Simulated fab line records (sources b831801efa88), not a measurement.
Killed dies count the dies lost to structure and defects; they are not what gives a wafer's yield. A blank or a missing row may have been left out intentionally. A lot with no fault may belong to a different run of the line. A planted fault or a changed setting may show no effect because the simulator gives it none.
Chamber matching | flow gf180mcu | 3 sister chambers for GF_PSD_CLEAN_12 on wet_bench-01
The step cleans in SC1/SC2, time 150 s. 3 wafers are shown with their chamber, then 5 later ones without.

== EACH WAFER AND ITS CHAMBER ==
wafer  | chamber | bath_guard_temp_C (C)
L473.6 | 1       | 70.5
L478.6 | 2       | 71.1
L480.4 | 0       | 70.0

== WAFERS WITH NO CHAMBER GIVEN ==
wafer  | bath_guard_temp_C (C)
L480.5 | 70.4
L480.6 | 70.0
L483.3 | 70.3
L483.4 | 70.1
L483.5 | 70.1

== CHAMBER TAKEN BY EACH ==
wafer  | from the rows above     | in truth
L480.5 | 1                       | 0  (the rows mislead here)
L480.6 | 0                       | 0
L483.3 | can't be placed: 1 or 0 | 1
L483.4 | 0                       | 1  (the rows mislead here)
L483.5 | 0                       | 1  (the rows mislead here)
1 of 5 placed correctly. From these rows, 1 cannot be placed; in 1 the true chamber is one of the candidates. Placed wrongly: 3.
How it was worked out, from the rows above alone: a wafer's distance from a chamber is the root of the sum, over the readings, of the square of ((its reading less the chamber's mean) divided by the reading's scatter). If the next closest chamber is less than 2 further off than the closest, the wafer can't be placed; otherwise it belongs to the closest. The mean given for a chamber averages the wafers shown for that chamber. The scatter (one wafer shown for each chamber): square how far every hidden wafer sits from the nearest shown wafer, average those squares and take the square root.
